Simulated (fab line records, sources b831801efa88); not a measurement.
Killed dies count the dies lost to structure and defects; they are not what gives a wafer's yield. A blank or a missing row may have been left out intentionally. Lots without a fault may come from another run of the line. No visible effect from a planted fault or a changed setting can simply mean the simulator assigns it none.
8D (eight disciplines) problem report, filled in by code / flow gf180mcu / the parts of the form that need people (team, actions taken, sign-off) are left out

== 1. THE PROBLEM ==
Wafers without a fault read 122.6 s, standard deviation 0.53; runLengthS at GF_V1_CVD_02 reads a mean of 126.9 s on 6 wafers belonging to 2 lots. Measured from the usual mean, that is +8.1 standard deviations.
The step: deposits SiO2 from TEOS, target thk 850 nm, time 94.851 s.
First observed at day 20 03:23: wafer L879.4, on pecvd-04. At this step, 18 wafers from 6 lots have a number in the record. Rule for "out" (also "out of limits"): further than 4 standard deviations from the usual mean. All remaining wafers that have a number are taken as sound.

== 2. WHAT IT IS; WHAT IT IS NOT ==
question=which readings at this step | is=runLengthS | is not=-
question=which lots | is=L879, L881 | is not=L873, L888, L889, L892
question=which wafers of those lots | is=all that have a number | is not=-
question=read on which tools | is=pecvd-04 | is not=pecvd-01, pecvd-02
question=when | is=from day 20 03:23 | is not=up to then (3 sound wafers); but 9 sound wafers of L888, L889, L892 came after

== 3. WHAT RULES OUT EACH SUSPECT ==
Counting: any tool at a process step up to the reading is kept as a suspect provided that every lot that is out went through it and no sound lot did after the first of them.
- pecvd-04 at GF_V1_CVD_02 (deposits SiO2 from TEOS, target thk 850 nm, time 94.851 s): ruled out as a lasting fault. Sound lots L889 ran on it after its first lot that is out, L879 (day 20 03:23).
Left after counting: nothing in the record.

== 4. THE CAUSE (what the simulator had put in) ==
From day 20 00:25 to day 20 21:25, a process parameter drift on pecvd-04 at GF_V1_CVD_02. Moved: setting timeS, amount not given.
Counting ruled it out, wrongly.

== 5. THE CHAIN OF EFFECTS, in route order ==
Rows list readings where the struck wafers' mean (over those with a number) sits beyond 3 standard deviations from the usual. Only readings for which the record gives a usual standard deviation are gone through. hours: the time from each lot's start at the first step in this table that gives one to its start at this step, as a median over the lots. sigmas: the change in usual standard deviations.
hours=0; step=GF_V1_CVD_02; reading=runLengthS; usual=122.6 s; on struck wafers=126.9; change=+4.3; sigmas=+8.1
The process steps in it:
- GF_V1_CVD_02: deposits SiO2 from TEOS, target thk 850 nm, time 94.851 s.
Later measuring or inspecting steps at which every struck wafer that the step has a row for has a number for every such reading, and none has moved that far: GF_V1_THK_MEAS_03.

== 6. HOW IT WOULD HAVE BEEN CAUGHT EARLIER ==
The fault began at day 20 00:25; the first out-of-limits reading in this record came at day 20 03:23, 3 hours later.
